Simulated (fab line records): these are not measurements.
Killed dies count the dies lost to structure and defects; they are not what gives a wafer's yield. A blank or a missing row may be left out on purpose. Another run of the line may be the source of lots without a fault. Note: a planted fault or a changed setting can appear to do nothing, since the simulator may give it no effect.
Which tool was responsible?	flow gf180mcu	Sampling: 14 lots, 42 wafers, 5 of 602 route steps

## WHAT THE GAUGES READ, wafer by wafer
GF_STI_THK_MEAS_24. Usual: STI_CVD_23_THK typically reads 650 nm, with standard deviation 7.5.
lot	measured	on	STI_CVD_23_THK (nm)	flag
L141	day 2 03:36	film-metro-02	637 647 644	
L142	day 2 09:04	film-metro-03	645 654 650	
L143	day 2 15:47	film-metro-03	655 656 650	
L146	day 3 04:54	film-metro-03	654 651 641	
L147	day 3 10:11	film-metro-03	648 650 651	
L148	day 3 16:29	film-metro-03	648 640 652	
L157	day 5 16:13	film-metro-02	648 653 648	
L156	day 5 16:14	film-metro-03	634 645 647	
L158	day 6 04:12	film-metro-02	633 647 644	
L159	day 6 04:12	film-metro-03	659 642 663	
L160	day 6 12:48	film-metro-02	648 656 643	
L161	day 6 15:19	film-metro-03	665 663 656	
L163	day 6 21:47	film-metro-02	658 649 647	
L162	day 6 21:48	film-metro-04	639 638 649	

GF_STI_THK_MEAS_30. Usual: STI_OXIDATION_02_THK typically reads 10.09 nm, with standard deviation 0.15.
lot	measured	on	STI_OXIDATION_02_THK (nm)	flag
L141	day 2 06:22	film-metro-03	9.89 10.08 10.03	
L142	day 2 11:25	film-metro-02	10.09 10.23 10.01	
L143	day 2 18:52	film-metro-04	10.09 10.19 10.19	
L146	day 3 07:29	film-metro-03	7.40 7.33 7.39	OFF
L147	day 3 13:50	film-metro-03	7.56 7.43 7.53	OFF
L148	day 3 20:35	film-metro-04	7.46 7.33 7.16	OFF
L157	day 6 00:05	film-metro-03	9.92 10.08 9.94	
L156	day 6 00:06	film-metro-02	9.73 9.76 9.72	
L158	day 6 11:35	film-metro-03	10.25 9.99 10.31	
L159	day 6 11:38	film-metro-03	10.22 9.90 10.23	
L160	day 6 18:02	film-metro-04	9.85 9.81 9.92	
L161	day 6 18:02	film-metro-02	10.09 10.06 10.12	
L163	day 7 01:09	film-metro-02	9.79 9.90 9.96	
L162	day 7 01:10	film-metro-04	10.19 10.23 10.22	

GF_VT_IMPLANT_OVL_MEAS_40. Usual: VT_IMPLANT_03_OVL typically reads -0.2 nm, with standard deviation 2.
lot	measured	on	VT_IMPLANT_03_OVL (nm)	flag
L141	day 7 06:49	overlay-01	2.3 1.1 1.6	
L142	day 7 11:22	overlay-01	-0.3 0.0 1.3	
L143	day 7 20:49	overlay-01	0.7 0.3 0.1	
L146	day 8 15:19	overlay-02	3.5 4.9 5.3	
L147	day 8 22:22	overlay-01	-2.5 -3.8 -2.4	
L148	day 9 07:01	overlay-01	-1.1 -0.6 -1.5	
L157	day 12 06:22	overlay-01	-1.1 -1.7 -0.6	
L156	day 12 07:28	overlay-02	0.7 0.6 0.2	
L158	day 12 23:11	overlay-02	-1.7 -1.6 -0.6	
L159	day 13 00:11	overlay-02	3.4 1.8 4.3	
L160	day 13 06:10	overlay-01	2.8 1.9 0.5	
L161	day 13 07:34	overlay-01	-0.1 -1.5 0.5	
L163	day 13 15:22	overlay-01	-1.3 -1.5 -1.3	
L162	day 13 16:38	overlay-02	-2.5 -1.1 0.0	

GF_VT_IMPLANT_RS_MEAS_47: the measuring method here is four-point-probe. Usual: NWELL_RS typically reads 487.7 ohm/sq, with standard deviation 1.1.
lot	measured	on	NWELL_RS (ohm/sq)	flag
L141	day 7 07:26	film-metro-01	487.8 489.6 488.5	
L142	day 7 12:00	film-metro-03	489.4 486.9 487.4	
L143	day 7 21:26	film-metro-01	488.7 488.1 487.0	
L146	day 8 15:56	film-metro-04	488.3 488.0 489.3	
L147	day 8 23:01	film-metro-01	486.8 487.9 487.8	
L148	day 9 07:42	film-metro-04	488.3 488.2 487.8	
L157	day 12 06:59	film-metro-04	487.6 488.3 486.8	
L156	day 12 08:06	film-metro-01	487.9 487.3 487.9	
L158	day 12 23:49	film-metro-01	487.6 487.1 488.4	
L159	day 13 00:53	film-metro-01	487.1 486.3 486.1	
L160	day 13 06:48	film-metro-04	488.4 487.3 487.8	
L161	day 13 08:12	film-metro-03	488.3 487.1 487.1	
L163	day 13 16:00	film-metro-04	486.8 486.9 484.8	
L162	day 13 17:17	film-metro-01	488.5 487.9 488.3	

## WHICH TOOL RAN EACH LOT (tool, then ch and the chambers of the sampled wafers, then the start)
lot	GF_STI_OXIDATION_29
L141	furnace-02 ch 0, day 2 04:58
L142	furnace-02 ch 0, day 2 10:01
L143	furnace-02 ch 0, day 2 17:28
L146	furnace-01 ch 0, day 3 06:05
L147	furnace-01 ch 0, day 3 12:26
L148	furnace-01 ch 0, day 3 19:11
L157	furnace-02 ch 0, day 5 22:41
L156	furnace-02 ch 0, day 5 22:41
L158	furnace-01 ch 0, day 6 10:08
L159	furnace-01 ch 0, day 6 10:08
L160	furnace-01 ch 0, day 6 16:37
L161	furnace-01 ch 0, day 6 16:37
L163	furnace-01 ch 0, day 6 23:45
L162	furnace-01 ch 0, day 6 23:45
- GF_STI_OXIDATION_29: stabilise 600 s, purge 300 s, target thk 10 nm.

## AS READ BY THE TOOLS THEMSELVES (means over the sampled wafers that have a number; for cases with no such wafer, the mark the record gives instead)
GF_STI_OXIDATION_29. Usual: spike-tc-centre-C 902.1 C, standard deviation 0.95; zone-power-centre-pct 18.5 %, standard deviation 0.77.
lot	tool	spike-tc-centre-C (C)	zone-power-centre-pct (%)	flag
L141	furnace-02	901.6	17.0	
L142	furnace-02	901.4	17.0	
L143	furnace-02	901.9	17.3	
L146	furnace-01	902.2	18.6	
L147	furnace-01	902.8	18.7	
L148	furnace-01	901.7	18.8	
L157	furnace-02	900.8	17.0	
L156	furnace-02	902.3	16.9	
L158	furnace-01	902.4	18.8	
L159	furnace-01	902.0	19.1	
L160	furnace-01	902.1	18.9	
L161	furnace-01	902.3	19.0	
L163	furnace-01	901.2	19.0	
L162	furnace-01	902.4	18.9	

## THE ANSWER, worked out from the rows above alone
Rule: take the mean of a lot's wafers that have a number; if it is more than 3 standard deviations from the usual mean, the lot is off. A lot without any number at a reading at which 4 lots or more have one is off too. The other lots that the step has rows for count as sound. First the gauges in route order, then the tools' own readings, where a lot's mean is used as printed above. The first step at which some lot is off is used, and at that step the reading that is off furthest; a lot without a number counts as furthest.
Off: at GF_STI_THK_MEAS_30 (STI_OXIDATION_02_THK), L146, L147, L148.
If a tool, at a process step before that reading, ran all the lots that are off and no sound lot after the first of them, it fits. The gauges at GF_STI_THK_MEAS_30 are tried like those tools. None of those tried fits.

## WHAT WAS PUT IN BY THE SIMULATOR
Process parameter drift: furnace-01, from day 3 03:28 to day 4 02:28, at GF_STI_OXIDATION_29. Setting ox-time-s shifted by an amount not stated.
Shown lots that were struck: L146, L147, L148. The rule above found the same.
